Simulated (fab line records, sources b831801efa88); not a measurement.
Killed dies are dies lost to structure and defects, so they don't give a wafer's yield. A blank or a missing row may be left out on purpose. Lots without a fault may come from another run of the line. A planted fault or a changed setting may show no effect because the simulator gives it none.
fab line records | flow gf180mcu
record lots=5 wafers=15 last_day=34
route steps=602 shown V1@361 M2@362 V2@382
lots that met no fault: from a run of the same line without faults
start_h: hours from the record's first day to the start of the lot's first wafer shown | wait_h: hours since the lot's step before | " the same as in the row above | L1.1+2: a row that stands for several wafers | - no value, or no start given | * or withheld: withheld | < > ~ a bound
route shown NAME@n: a module of which the file shows steps, and the number in the route of the first | usual: mean/standard deviation of fault-free wafers | same: alike in all rows | chamber/n: place in a boat | sites: the reading at each site | _std_site: their standard deviation | _edge_site: outer sites' mean less inner sites' | radius_mm: how far each site lies from the wafer's centre | mask NAME#n: copy n | behind: the tool/chamber that last shaped the wafer | hold: why the lot was held/for how many hours/how that ended | device: the transistor (n, p or np) that didn't switch | end of line: the same wafers' tests at the end of the route | a step without rows: its recipe alone | killed: dies lost to structure and defects at the first sort, not the wafer's yield | map: a wafer's dies, x killed, . not, _ none there
set.NAME: the setting as run; set.NAME@STEP: as run at that earlier step | model.NAME: the simulator's own value behind a step, which no gauge read
lots at some steps of the route; a table a step, a row a wafer
services: from which hour (start_h, from the record's first day; less than 0 if before it) a tool's chamber was out of use, for how many hours, and why
## steps
# step GF_V1_CMP_26
# recipe stop_on=SiO2 down_force_psi=3.5 platen_rpm=60 t_overpolish_s=15 target_thk_nm=0 pad_velocity_m_s=0.94248
# usual motor_current_A=10.5/0.61 overpolish_run_s=15.001/0.0094 time_to_endpoint_s=84/4.6
# same t_overpolish_s=15
# columns lot.wafer tool chamber start_h wait_h motor_current_A overpolish_run_s time_to_endpoint_s
L074.4 cmp-02 3 413.65 0.0 11.6 14.986 82
L074.3 " 0 " " 10.5 14.982 79
L074.5 " 0 " " 10.1 15.006 81
L076.4 cmp-01 1 428.34 0.0 11.2 14.993 78
L076.2 " 3 " " 10.4 15.001 80
L076.6 " 2 " " 9.7 15.002 80
L079.2 cmp-02 2 464.55 0.0 9.9 15.012 85
L079.3 " 0 " " 9.5 14.995 74
L079.5 " 2 " " 9.9 14.994 85
L091.3 cmp-01 0 565.45 0.1 11.5 14.991 91
L091.2 " 2 " " 9.6 14.981 87
L091.6 " 3 " " 10.7 15.008 86
L095.4 cmp-01 2 592.45 0.3 9.5 15.009 91
L095.2 " 3 " " 10.2 15.019 91
L095.6 " 2 " " 9.8 15.016 91
# step GF_M2_SPUTTER_00
# recipe material=Ti target_thk_nm=37.5 arriving_ion_energy_ev=80 substrate_temp_c=200 chamber_pressure_pa=2 power_w=4000 time_s=150
# usual throttle_valve_pct=30.1/1.2
# columns lot.wafer tool chamber start_h wait_h throttle_valve_pct
L074.3 pvd_sputter-02 - 413.95 0.2 28.8
L074.4 " - " " 29.4
L074.5 " - " " 29.4
L076.2 pvd_sputter-03 - 428.64 0.1 31.1
L076.4 " - " " 31.1
L076.6 " - " " 28.0
L079.2 pvd_sputter-01 - 464.85 0.2 28.6
L079.3 " - " " 30.2
L079.5 " - " " 29.9
L091.2 pvd_sputter-03 - 565.70 0.1 30.7
L091.3 " - " " 31.0
L091.6 " - " " 30.7
L095.2 pvd_sputter-01 - 592.70 0.1 30.6
L095.4 " - " " 31.0
L095.6 " - " " 28.7
# step GF_M2_SPUTTER_01
# recipe material=TiN target_thk_nm=30 power_w=6500 time_s=25 chamber_pressure_pa=0.4
# usual throttle_valve_pct=30.0/1.1
# columns lot.wafer tool chamber start_h wait_h throttle_valve_pct
L074.3 pvd_sputter-02 - 414.05 0.1 28.7
L074.4 " - " " 29.3
L074.5 " - " " 29.4
L076.2 pvd_sputter-03 - 428.74 0.1 31.4
L076.4 " - " " 31.3
L076.6 " - " " 27.9
L079.2 pvd_sputter-01 - 464.95 0.1 28.2
L079.3 " - " " 30.2
L079.5 " - " " 30.1
L091.2 pvd_sputter-03 - 565.80 0.1 30.6
L091.3 " - " " 31.3
L091.6 " - " " 30.7
L095.2 pvd_sputter-01 - 592.80 0.1 30.7
L095.4 " - " " 31.2
L095.6 " - " " 28.7
# step GF_M2_SPUTTER_02
# recipe material=AlCu target_thk_nm=450 power_w=10600 time_s=23.9 chamber_pressure_pa=0.4
# usual throttle_valve_pct=30.0/1.1
# columns lot.wafer tool chamber start_h wait_h throttle_valve_pct
L074.3 pvd_sputter-02 - 414.08 0.0 28.7
L074.4 " - " " 29.2
L074.5 " - " " 29.4
L076.2 pvd_sputter-03 - 428.77 0.0 31.1
L076.4 " - " " 31.3
L076.6 " - " " 28.1
L079.2 pvd_sputter-01 - 464.98 0.0 28.2
L079.3 " - " " 30.0
L079.5 " - " " 30.0
L091.2 pvd_sputter-03 - 565.83 0.0 30.8
L091.3 " - " " 31.0
L091.6 " - " " 30.6
L095.2 pvd_sputter-01 - 592.83 0.0 30.9
L095.4 " - " " 31.0
L095.6 " - " " 28.5
# step GF_M2_SPUTTER_03
# recipe material=Ti target_thk_nm=10 substrate_temp_c=300 chamber_pressure_pa=0.3 power_w=3000 time_s=6.7
# usual throttle_valve_pct=30.1/1.1
# columns lot.wafer tool chamber start_h wait_h throttle_valve_pct
L074.3 pvd_sputter-02 - 414.11 0.0 28.9
L074.4 " - " " 29.5
L074.5 " - " " 29.6
L076.2 pvd_sputter-03 - 428.80 0.0 31.3
L076.4 " - " " 31.2
L076.6 " - " " 28.1
L079.2 pvd_sputter-01 - 465.01 0.0 28.4
L079.3 " - " " 30.0
L079.5 " - " " 30.0
L091.2 pvd_sputter-03 - 565.86 0.0 30.9
L091.3 " - " " 31.0
L091.6 " - " " 30.7
L095.2 pvd_sputter-01 - 592.86 0.0 30.9
L095.4 " - " " 31.2
L095.6 " - " " 28.5
# step GF_M2_SPUTTER_04
# recipe material=TiN target_thk_nm=50 power_w=6500 time_s=41.7 chamber_pressure_pa=0.4
# usual throttle_valve_pct=30.0/1.1
# columns lot.wafer tool chamber start_h wait_h throttle_valve_pct
L074.3 pvd_sputter-02 - 414.13 0.0 28.6
L074.4 " - " " 29.2
L074.5 " - " " 29.7
L076.2 pvd_sputter-03 - 428.82 0.0 31.2
L076.4 " - " " 31.3
L076.6 " - " " 27.9
L079.2 pvd_sputter-01 - 465.03 0.0 28.1
L079.3 " - " " 29.9
L079.5 " - " " 29.9
L091.2 pvd_sputter-03 - 565.88 0.0 30.7
L091.3 " - " " 31.1
L091.6 " - " " 30.7
L095.2 pvd_sputter-01 - 592.88 0.0 31.0
L095.4 " - " " 30.9
L095.6 " - " " 28.4
# step GF_M2_RS_MEAS_05
# recipe thk_meas_gauge=four-point-probe reads=TiN_of_M2_SPUTTER_04+Ti_of_M2_SPUTTER_03+AlCu_of_M2_SPUTTER_02+TiN_of_M2_SPUTTER_01+Ti_of_M2_SPUTTER_00
# usual M2_ALCU_RS=0.0699/0.00091
# columns lot.wafer tool chamber start_h wait_h M2_ALCU_RS[ohm/sq]
L074.3 film_metro-01 - 414.21 0.1 0.0685
L074.4 " - " " 0.0680
L074.5 " - " " 0.0685
L076.2 film_metro-03 - 428.88 0.0 0.0712
L076.4 " - " " 0.0698
L076.6 " - " " 0.0689
L079.2 film_metro-03 - 465.09 0.0 0.0700
L079.3 " - " " 0.0696
L079.5 " - " " 0.0696
L091.2 film_metro-04 - 565.94 0.0 0.0688
L091.3 " - " " 0.0688
L091.6 " - " " 0.0687
L095.2 film_metro-04 - 592.94 0.0 0.0685
L095.4 " - " " 0.0698
L095.6 " - " " 0.0704
# step GF_M2_THK_MEAS_06
# recipe thk_meas_gauge=xrf reads=AlCu_of_M2_SPUTTER_02
# usual M2_ALCU_THK=445/6.4
# columns lot.wafer tool chamber start_h wait_h M2_ALCU_THK[nm]
L074.3 film_metro-01 - 414.31 0.1 448
L074.4 " - " " 452
L074.5 " - " " 446
L076.2 film_metro-03 - 428.99 0.1 442
L076.4 " - " " 449
L076.6 " - " " 455
L079.2 film_metro-03 - 465.20 0.1 445
L079.3 " - " " 451
L079.5 " - " " 450
L091.2 film_metro-04 - 566.05 0.1 459
L091.3 " - " " 453
L091.6 " - " " 456
L095.2 film_metro-04 - 593.05 0.1 456
L095.4 " - " " 448
L095.6 " - " " 445
# step GF_M2_DEHYDRATE_07
# recipe temp_c=200 time_s=60
# columns lot.wafer tool chamber start_h wait_h
L074.3+4+5 litho_track-04 0 425.47 11.1
L076.2+4+6 litho_track-04 0 440.15 11.1
L079.2+3+5 litho_track-03 0 475.98 10.8
L091.2+3+6 litho_track-04 0 576.39 10.3
L095.2+4+6 litho_track-03 0 602.93 9.9
# step GF_M2_HMDS_08
# recipe prime_time_s=60 prime_temp_c=120
# columns lot.wafer tool chamber start_h wait_h
L074.3+4+5 litho_track-04 0 425.62 0.1
L076.2+4+6 litho_track-04 0 440.30 0.1
L079.2+3+5 litho_track-03 0 476.13 0.1
L091.2+3+6 litho_track-04 0 576.54 0.1
L095.2+4+6 litho_track-03 0 603.08 0.1
# step GF_M2_COAT_09
# recipe resist=KrF spin_rpm=withheld resist_thk_nm=1000
# columns lot.wafer tool chamber start_h wait_h
L074.3+4+5 litho_track-04 0 425.77 0.1
L076.2+4+6 litho_track-04 0 440.45 0.1
L079.2+3+5 litho_track-03 0 476.28 0.1
L091.2+3+6 litho_track-04 0 576.69 0.1
L095.2+4+6 litho_track-03 0 603.23 0.1
# step GF_M2_SOFTBAKE_10
# recipe temp_c=130 time_s=60 resist=KrF
# columns lot.wafer tool chamber start_h wait_h
L074.3+4+5 litho_track-04 0 425.92 0.1
L076.2+4+6 litho_track-04 0 440.60 0.1
L079.2+3+5 litho_track-03 0 476.43 0.1
L091.2+3+6 litho_track-04 0 576.84 0.1
L095.2+4+6 litho_track-03 0 603.38 0.1
# step GF_M2_EXPOSE_11
# recipe mask_id=Metal2 target_cd_nm=280 na=0.68 source_shape=conventional sigma_outer=0.6 dose_mj=28
# columns lot.wafer tool chamber start_h wait_h mask
L074.3+4+5 krf_scanner-01 0 - - Metal2#0
L076.2+4+6 krf_scanner-01 0 - - Metal2#0
L079.2+3+5 krf_scanner-01 0 - - Metal2#0
L091.2+3+6 krf_scanner-01 0 - - Metal2#0
L095.2+4+6 krf_scanner-01 0 - - Metal2#0
# step GF_M2_PEB_12
# recipe peb_temp_c=135 peb_time_s=90 resist=KrF
# same peb_time_s=90
# columns lot.wafer tool chamber start_h wait_h
L074.3+4+5 litho_track-04 0 - -
L076.2+4+6 litho_track-02 0 - -
L079.2+3+5 litho_track-03 0 - -
L091.2+3+6 litho_track-02 0 - -
L095.2+4+6 litho_track-04 0 - -
# step GF_M2_DEVELOP_13
# recipe develop_time_s=60 dev_temp_c=21
# columns lot.wafer tool chamber start_h wait_h
L074.3+4+5 litho_track-04 0 438.17 0.1
L076.2+4+6 litho_track-02 0 454.17 0.2
L079.2+3+5 litho_track-03 0 488.33 0.2
L091.2+3+6 litho_track-02 0 587.06 0.2
L095.2+4+6 litho_track-04 0 613.24 0.2
# step GF_M2_CD_MEAS_14
# recipe target_cd_nm=280
# usual cd_nm=280.1/1.3
# columns lot.wafer tool chamber start_h wait_h cd_nm
L074.3 cd_sem-02 - 438.31 0.1 279.3
L074.4 " - " " 280.1
L074.5 " - " " 279.3
L076.2 cd_sem-01 - 454.31 0.1 281.9
L076.4 " - " " 281.9
L076.6 " - " " 281.5
L079.2 cd_sem-02 - 488.47 0.1 280.9
L079.3 " - " " 280.4
L079.5 " - " " 280.1
L091.2 cd_sem-02 - 587.21 0.1 279.2
L091.3 " - " " 279.1
L091.6 " - " " 278.3
L095.2 cd_sem-01 - 613.39 0.1 278.9
L095.4 " - " " 278.8
L095.6 " - " " 279.3
# step GF_M2_OVL_MEAS_15
# usual M2_OVL=0/5.6
# columns lot.wafer tool chamber start_h wait_h M2_OVL[nm]
L074.3 overlay-02 - 438.40 0.1 8
L074.4 " - " " 0
L074.5 " - " " 5
L076.2 overlay-01 - 454.42 0.1 -4
L076.4 " - " " 5
L076.6 " - " " -2
L079.2 overlay-02 - 488.58 0.1 8
L079.3 " - " " 0
L079.5 " - " " 5
L091.2 overlay-02 - 587.32 0.1 -3
L091.3 " - " " -2
L091.6 " - " " 7
L095.2 overlay-01 - 613.49 0.1 -2
L095.4 " - " " 5
L095.6 " - " " -5
# step GF_M2_METAL_ETCH_16
# recipe chemistry=Cl2/BCl3 mask_material=KrF target_depth_nm=627.5 stop_on=SiO2 pressure_mtorr=8 icp_w=800 bias_w=140 Cl2_flow_sccm=80 bcl3_flow_sccm=40 time_s=104.6
# usual drypump_motor_current_A=5.7/0.51 he_backside_leak_sccm=3.29/0.25 oes_product_au=0.970/0.0068 throttle_valve_pct=28.252/0.011
# columns lot.wafer tool chamber start_h wait_h drypump_motor_current_A he_backside_leak_sccm oes_product_au rf_hours_counter_h throttle_valve_pct
L074.3 rie_metal-04 0 438.46 0.1 6.3 3.39 0.982 - 28.249
L074.4 " 1 " " 5.2 3.08 0.976 - 28.252
L074.5 " 1 " " 5.2 3.21 0.965 - 28.252
L076.2 rie_metal-01 0 454.45 0.0 6.7 3.56 0.954 12 28.266
L076.4 " 0 " " 6.7 3.46 0.965 - 28.240
L076.6 " 0 " " 6.7 3.47 0.968 - 28.247
L079.2 rie_metal-04 1 488.61 0.0 5.1 3.22 0.961 9 28.240
L079.3 " 0 " " 6.3 3.41 0.976 - 28.244
L079.5 " 1 " " 5.2 3.09 0.974 - 28.238
L091.2 rie_metal-02 1 587.35 0.0 5.8 3.30 0.975 10 28.227
L091.3 " 0 " " 5.6 3.57 0.973 - 28.242
L091.6 " 1 " " 5.8 3.53 0.977 - 28.246
L095.2 rie_metal-04 1 613.52 0.0 5.1 3.13 0.985 14 28.243
L095.4 " 0 " " 6.3 3.17 0.975 - 28.265
L095.6 " 1 " " 5.2 3.05 0.965 - 28.265
# step GF_M2_STRIP_17
# recipe chemistry=O2/N2 power_w=1400 pressure_mtorr=1500 platen_temp_c=250 o2_flow_sccm=3000 n2_flow_sccm=300 overash_fraction=0.5
# usual drypump_motor_current_A=5.8/0.44 heater_power_w=298/11 oes_product_au=0.558/0.0052 strip_time_to_endpoint_s=7.88/0.035
# columns lot.wafer tool chamber start_h wait_h drypump_motor_current_A heater_power_w oes_product_au rf_hours_counter_h strip_time_to_endpoint_s
L074.3 plasma_asher-01 0 438.57 0.1 6.1 295 0.563 - 7.88
L074.4 " 1 " " 6.2 300 0.550 - 7.84
L074.5 " 1 " " 6.2 308 0.549 - 7.88
L076.2 plasma_asher-04 1 454.56 0.1 5.7 296 0.559 71 7.90
L076.4 " 0 " " 4.9 321 0.551 - 7.88
L076.6 " 0 " " 4.9 331 0.560 - 7.94
L079.2 plasma_asher-01 0 488.72 0.1 6.1 295 0.556 6 7.90
L079.3 " 1 " " 6.2 304 0.562 - 7.89
L079.5 " 1 " " 6.2 304 0.560 - 7.92
L091.2 plasma_asher-02 0 587.46 0.1 5.4 284 0.562 46 7.90
L091.3 " 0 " " 5.4 290 0.555 - 7.92
L091.6 " 1 " " 6.1 285 0.562 - 7.90
L095.2 plasma_asher-02 0 613.64 0.1 5.4 282 0.565 48 7.95
L095.4 " 1 " " 6.0 289 0.564 - 7.91
L095.6 " 0 " " 5.3 286 0.550 - 7.92
# step GF_M2_STRIP_18
# recipe chemistry=post_etch_residue_remover time_s=1200 temp_c=72.5
# columns lot.wafer tool chamber start_h wait_h
L074.3+4+5 wet_bench-04 0 438.64 0.0
L076.2+4+6 wet_bench-02 1 454.66 0.1
L079.2+3+5 wet_bench-03 0 488.82 0.1
L091.2+3+6 wet_bench-02 2 587.56 0.1
L095.2+4+6 wet_bench-03 1 613.74 0.1
# step GF_M2_CLEAN_19
# recipe chemistry=DIW dry=n2_spin
# columns lot.wafer tool chamber start_h wait_h
L074.3+4+5 wet_bench-02 0 439.01 0.0
L076.2+4+6 wet_bench-03 0 455.03 0.0
L079.2+3+5 wet_bench-04 3 489.19 0.0
L091.2+3+6 wet_bench-03 3 587.90 0.0
L095.2+4+6 wet_bench-04 3 614.08 0.0
# step GF_V2_CVD_00
# recipe material=SiO2 target_thk_nm=600 sigma_open_frac=0.3 temp_c=400 time_s=100 sih4_flow_sccm=60 pressure_mtorr=6
# usual sih4_flow_sccm=59.99/0.19
# columns lot.wafer tool chamber start_h wait_h sih4_flow_sccm
L074.3 hdpcvd-02 1 439.10 0.0 60.02
L074.4 " 1 " " 59.98
L074.5 " 0 " " 60.02
L076.2 hdpcvd-01 2 455.12 0.0 60.12
L076.4 " 2 " " 60.01
L076.6 " 0 " " 59.77
L079.2 hdpcvd-02 1 489.29 0.0 60.15
L079.3 " 0 " " 60.19
L079.5 " 1 " " 60.13
L091.2 hdpcvd-02 0 587.99 0.0 60.00
L091.3 " 1 " " 60.05
L091.6 " 1 " " 59.99
L095.2 hdpcvd-01 0 614.17 0.0 59.94
L095.4 " 0 " " 60.25
L095.6 " 2 " " 60.06
# step GF_V2_THK_MEAS_01
# recipe reads=SiO2_of_V2_CVD_00
# usual V2_CVD_00_THK=602/6.3
# columns lot.wafer tool chamber start_h wait_h V2_CVD_00_THK[nm]
L074.3 film_metro-02 - 439.20 0.1 606
L074.4 " - " " 613
L074.5 " - " " 605
L076.2 film_metro-02 - 455.21 0.0 600
L076.4 " - " " 605
L076.6 " - " " 601
L079.2 film_metro-03 - 489.38 0.0 605
L079.3 " - " " 601
L079.5 " - " " 595
L091.2 film_metro-02 - 588.07 0.0 603
L091.3 " - " " 602
L091.6 " - " " 598
L095.2 film_metro-01 - 614.25 0.0 608
L095.4 " - " " 607
L095.6 " - " " 611
# step GF_V2_CVD_02
# recipe material=SiO2 target_thk_nm=850 precursor=TEOS temp_c=400 time_s=94.851 rf_w=600
# usual heater_power_w=692/110
# columns lot.wafer tool chamber start_h wait_h heater_power_w
L074.3 pecvd-04 1 439.24 0.0 798
L074.4 " 1 " " 623
L074.5 " 2 " " 720
L076.2 pecvd-04 0 455.26 0.0 622
L076.4 " 2 " " 714
L076.6 " 0 " " 671
L079.2 pecvd-03 0 489.43 0.0 734
L079.3 " 1 " " 685
L079.5 " 1 " " 546
L091.2 pecvd-04 1 588.12 0.0 781
L091.3 " 0 " " 637
L091.6 " 1 " " 820
L095.2 pecvd-02 1 614.30 0.0 763
L095.4 " 0 " " 878
L095.6 " 2 " " 805
# step GF_V2_THK_MEAS_03
# recipe reads=SiO2_of_V2_CVD_02
# usual V2_CVD_02_THK=848/11
# columns lot.wafer tool chamber start_h wait_h V2_CVD_02_THK[nm]
L074.3 film_metro-03 - 439.32 0.1 842
L074.4 " - " " 851
L074.5 " - " " 846
L076.2 film_metro-02 - 455.34 0.0 837
L076.4 " - " " 838
L076.6 " - " " 849
L079.2 film_metro-02 - 489.51 0.0 857
L079.3 " - " " 846
L079.5 " - " " 865
L091.2 film_metro-03 - 588.20 0.0 844
L091.3 " - " " 847
L091.6 " - " " 859
L095.2 film_metro-02 - 614.38 0.0 843
L095.4 " - " " 835
L095.6 " - " " 858
# step GF_V2_CMP_04
# recipe material=SiO2 down_force_psi=4 platen_rpm=60 pad_velocity_m_s=0.94248
# usual motor_current_A=11.5/0.66 time_to_endpoint_s=79/6.3
# columns lot.wafer tool chamber start_h wait_h motor_current_A time_to_endpoint_s
L074.4 cmp-01 0 439.36 0.0 11.9 81
L074.3 " 2 " " 11.1 77
L074.5 " 1 " " 11.7 73
L076.4 cmp-02 2 455.39 0.0 11.1 77
L076.2 " 1 " " 11.3 74
L076.6 " 2 " " 11.0 77
L079.2 cmp-01 3 489.56 0.0 12.0 83
L079.3 " 1 " " 12.3 75
L079.5 " 0 " " 11.0 88
L091.2 cmp-01 2 588.35 0.1 10.9 85
L091.3 " 3 " " 11.8 84
L091.6 " 1 " " 12.5 90
L095.2 cmp-02 2 614.43 0.0 11.0 75
L095.4 " 3 " " 11.9 69
L095.6 " 2 " " 10.5 79
# step GF_V2_BOW_MEAS_05
# recipe mode=bow
# usual V2_BOW=98/8.3
# columns lot.wafer tool chamber start_h wait_h V2_BOW[um]
L074.3 film_metro-02 - 439.70 0.2 98
L074.4 " - " " 83
L074.5 " - " " 86
L076.2 film_metro-03 - 455.71 0.1 98
L076.4 " - " " 103
L076.6 " - " " 95
L079.2 film_metro-01 - 489.88 0.3 113
L079.3 " - " " 117
L079.5 " - " " 106
L091.2 film_metro-01 - 588.62 0.2 115
L091.3 " - " " 99
L091.6 " - " " 98
L095.2 film_metro-01 - 614.75 0.3 98
L095.4 " - " " 88
L095.6 " - " " 91
# step GF_V2_DEHYDRATE_06
# recipe temp_c=200 time_s=60
# columns lot.wafer tool chamber start_h wait_h
L074.3+4+5 litho_track-01 0 450.97 11.2
L076.2+4+6 litho_track-02 0 466.67 10.9
L079.2+3+5 litho_track-02 0 500.57 10.7
L091.2+3+6 litho_track-02 0 599.16 10.5
L095.2+4+6 litho_track-02 0 624.56 9.8
# step GF_V2_HMDS_07
# recipe prime_time_s=60 prime_temp_c=120
# columns lot.wafer tool chamber start_h wait_h
L074.3+4+5 litho_track-01 0 451.12 0.1
L076.2+4+6 litho_track-02 0 466.82 0.1
L079.2+3+5 litho_track-02 0 500.72 0.1
L091.2+3+6 litho_track-02 0 599.31 0.1
L095.2+4+6 litho_track-02 0 624.71 0.1
# step GF_V2_COAT_08
# recipe resist=BARC temp_c=withheld time_s=withheld spin_rpm=withheld resist_thk_nm=withheld
# columns lot.wafer tool chamber start_h wait_h
L074.3+4+5 litho_track-01 0 451.27 0.1
L076.2+4+6 litho_track-02 0 466.97 0.1
L079.2+3+5 litho_track-02 0 500.87 0.1
L091.2+3+6 litho_track-02 0 599.46 0.1
L095.2+4+6 litho_track-02 0 624.86 0.1
# step GF_V2_COAT_09
# recipe resist=KrF spin_rpm=withheld resist_thk_nm=1000
# columns lot.wafer tool chamber start_h wait_h
L074.3+4+5 litho_track-01 0 - -
L076.2+4+6 litho_track-02 0 - -
L079.2+3+5 litho_track-02 0 - -
L091.2+3+6 litho_track-02 0 - -
L095.2+4+6 litho_track-02 0 - -
# step GF_V2_SOFTBAKE_10
# recipe temp_c=130 time_s=60 resist=KrF
# columns lot.wafer tool chamber start_h wait_h
L074.3+4+5 litho_track-01 0 - -
L076.2+4+6 litho_track-02 0 - -
L079.2+3+5 litho_track-02 0 - -
L091.2+3+6 litho_track-02 0 - -
L095.2+4+6 litho_track-02 0 - -
# step GF_V2_EXPOSE_11
# recipe mask_id=Via2 target_cd_nm=260 na=0.68 source_shape=conventional sigma_outer=0.6 dose_mj=38
# columns lot.wafer tool chamber start_h wait_h mask
L074.3+4+5 krf_scanner-01 0 - - Via2#0
L076.2+4+6 krf_scanner-02 0 - - Via2#0
L079.2+3+5 krf_scanner-02 0 - - Via2#0
L091.2+3+6 krf_scanner-01 0 - - Via2#0
L095.2+4+6 krf_scanner-02 0 - - Via2#0
# step GF_V2_PEB_12
# recipe peb_temp_c=135 peb_time_s=88.1 resist=KrF
# same peb_time_s=88.1
# columns lot.wafer tool chamber start_h wait_h
L074.3+4+5 litho_track-04 0 - -
L076.2+4+6 litho_track-04 0 - -
L079.2+3+5 litho_track-04 0 - -
L091.2+3+6 litho_track-02 0 - -
L095.2+4+6 litho_track-01 0 - -
# step GF_V2_DEVELOP_13
# recipe develop_time_s=60 resist=KrF dev_temp_c=21
# columns lot.wafer tool chamber start_h wait_h
L074.3+4+5 litho_track-04 0 463.77 0.1
L076.2+4+6 litho_track-04 0 479.75 0.2
L079.2+3+5 litho_track-04 0 512.69 0.2
L091.2+3+6 litho_track-02 0 609.76 0.2
L095.2+4+6 litho_track-01 0 634.94 0.2
# step GF_V2_CD_MEAS_14
# recipe target_cd_nm=260
# usual cd_nm=259.9/1.4
# columns lot.wafer tool chamber start_h wait_h cd_nm
L074.3 cd_sem-01 - 463.91 0.1 260.4
L074.4 " - " " 260.9
L074.5 " - " " 260.4
L076.2 cd_sem-02 - 479.89 0.1 262.2
L076.4 " - " " 262.5
L076.6 " - " " 263.2
L079.2 cd_sem-02 - 512.84 0.1 260.2
L079.3 " - " " 259.9
L079.5 " - " " 258.7
L091.2 cd_sem-01 - 609.91 0.1 259.8
L091.3 " - " " 259.0
L091.6 " - " " 259.4
L095.2 cd_sem-01 - 635.09 0.1 262.2
L095.4 " - " " 262.9
L095.6 " - " " 264.7
# step GF_V2_OVL_MEAS_15
# usual V2_OVL=-3/5.1
# columns lot.wafer tool chamber start_h wait_h V2_OVL[nm]
L074.3 overlay-02 - 464.00 0.1 -7
L074.4 " - " " -2
L074.5 " - " " -11
L076.2 overlay-02 - 480.00 0.1 -2
L076.4 " - " " 2
L076.6 " - " " -1
L079.2 overlay-02 - 512.95 0.1 -10
L079.3 " - " " -11
L079.5 " - " " -7
L091.2 overlay-01 - 610.02 0.1 0
L091.3 " - " " -6
L091.6 " - " " -5
L095.2 overlay-01 - 635.19 0.1 4
L095.4 " - " " 7
L095.6 " - " " -2
# step GF_V2_ETCH_16
# recipe chemistry=N2/H2 target_depth_a=withheld overetch_a=withheld time_s=withheld target=BARC ion_energy_ev=200 source_w=500 bias_w=100 pressure_mtorr=30 n2_flow_sccm=100 h2_flow_sccm=200
# usual drypump_motor_current_A=5.6/0.72 oes_product_au=0.856/0.005 throttle_valve_pct=13.224/0.0086
# columns lot.wafer tool chamber start_h wait_h drypump_motor_current_A oes_product_au throttle_valve_pct
L074.3 rie_diel-04 3 464.03 0.0 6.3 0.851 13.229
L074.4 " 1 " " 5.3 0.856 13.215
L074.5 " 3 " " 6.3 0.861 13.234
L076.2 rie_diel-01 2 480.03 0.0 6.1 0.860 13.227
L076.4 " 3 " " 6.1 0.856 13.222
L076.6 " 2 " " 6.1 0.848 13.227
L079.2 rie_diel-04 3 512.98 0.0 6.3 0.850 13.222
L079.3 " 2 " " 4.6 0.853 13.230
L079.5 " 3 " " 6.3 0.852 13.218
L091.2 rie_diel-03 2 610.05 0.0 5.1 0.857 13.230
L091.3 " 0 " " 6.5 0.860 13.225
L091.6 " 2 " " 5.1 0.855 13.225
L095.2 rie_diel-04 3 635.22 0.0 6.3 0.855 13.213
L095.4 " 2 " " 4.7 0.864 13.231
L095.6 " 3 " " 6.3 0.848 13.223
# step GF_V2_ETCH_17
# recipe chemistry=C4F8/O2/Ar mask_material=KrF target=SiO2 stop_on=TiN source_w=1500 bias_w=1200 pressure_mtorr=40 c4f8_flow_sccm=withheld O2_flow_sccm=6 Ar_flow_sccm=300 time_s=withheld target_depth_a=6300
# usual oes_product_au=0.855/0.0052
# columns lot.wafer tool chamber start_h wait_h oes_product_au
L074.3 rie_diel-04 3 - - 0.855
L074.4 " 1 " " 0.860
L074.5 " 3 " " 0.852
L076.2 rie_diel-01 2 - - 0.867
L076.4 " 3 " " 0.858
L076.6 " 2 " " 0.859
L079.2 rie_diel-04 3 - - 0.860
L079.3 " 2 " " 0.862
L079.5 " 3 " " 0.861
L091.2 rie_diel-03 2 - - 0.865
L091.3 " 3 " " 0.862
L091.6 " 2 " " 0.853
L095.2 rie_diel-04 3 - - 0.850
L095.4 " 2 " " 0.855
L095.6 " 3 " " 0.855
# step GF_V2_STRIP_18
# recipe chemistry=O2/N2 power_w=1400 pressure_mtorr=1500 platen_temp_c=250 o2_flow_sccm=3000 n2_flow_sccm=300 overash_fraction=0.5
# usual drypump_motor_current_A=5.6/0.4 heater_power_w=298/15 oes_product_au=0.593/0.005
# columns lot.wafer tool chamber start_h wait_h drypump_motor_current_A heater_power_w oes_product_au rf_hours_counter_h
L074.3 plasma_asher-02 0 464.19 - 5.3 283 0.593 -
L074.4 " 1 " " 6.1 275 0.593 -
L074.5 " 0 " " 5.3 282 0.594 -
L076.2 plasma_asher-04 1 480.15 - 5.8 299 0.596 74
L076.4 " 0 " " 4.9 324 0.586 -
L076.6 " 0 " " 4.9 321 0.588 -
L079.2 plasma_asher-02 0 513.10 - 5.4 282 0.593 37
L079.3 " 0 " " 5.4 285 0.597 -
L079.5 " 0 " " 5.3 287 0.591 -
L091.2 plasma_asher-02 0 610.17 - 5.3 282 0.586 48
L091.3 " 0 " " 5.4 291 0.598 -
L091.6 " 1 " " 6.1 284 0.595 -
L095.2 plasma_asher-04 1 635.35 - 5.7 301 0.585 92
L095.4 " 1 " " 5.8 298 0.589 -
L095.6 " 0 " " 4.9 317 0.592 -
# step GF_V2_STRIP_19
# recipe chemistry=post_etch_residue_remover time_s=1200 temp_c=72.5
# columns lot.wafer tool chamber start_h wait_h
L074.3+4+5 wet_bench-04 2 464.26 0.0
L076.2+4+6 wet_bench-02 0 480.25 0.1
L079.2+3+5 wet_bench-02 0 513.20 0.1
L091.2+3+6 wet_bench-01 1 610.27 0.1
L095.2+4+6 wet_bench-02 1 635.45 0.1
# step GF_V2_CLEAN_20
# recipe chemistry=DIW dry=n2_spin
# columns lot.wafer tool chamber start_h wait_h
L074.3+4+5 wet_bench-02 2 464.63 0.0
L076.2+4+6 wet_bench-01 2 480.66 0.0
L079.2+3+5 wet_bench-01 3 513.58 0.0
L091.2+3+6 wet_bench-02 2 610.62 0.0
L095.2+4+6 wet_bench-04 2 635.79 0.0
## services
# columns tool chamber start_h hours kind
wet_bench-04 - 393.30 3.9 repair
cmp-01 - 404.16 4.0 pm
cmp-01 - 425.18 1.9 repair
rie_diel-04 3 432.47 7.6 repair
cmp-01 - 444.75 2.0 repair
pvd_sputter-01 - 455.96 2.0 repair
pvd_sputter-03 - 464.29 0.8 repair
rie_diel-04 2 467.78 16.8 repair
krf_scanner-01 - 471.35 1.3 pm
pvd_sputter-02 - 476.09 2.2 repair
krf_scanner-01 - 494.96 0.9 repair
krf_scanner-01 - 507.24 1.0 pm
cmp-01 - 515.25 6.2 pm
rie_diel-04 1 538.44 8.4 repair
plasma_asher-02 - 550.68 2.8 pm
rie_diel-04 0 553.22 15.9 repair
cmp-01 - 567.27 0.8 repair
pvd_sputter-02 - 583.16 5.7 repair
pvd_sputter-02 - 604.43 3.6 repair
cmp-01 - 607.77 0.8 repair
krf_scanner-01 - 609.53 0.8 pm
rie_diel-04 - 610.54 2.8 pm
rie_diel-04 2 614.79 4.0 repair
rie_diel-04 3 617.22 6.4 repair
## key
fault none
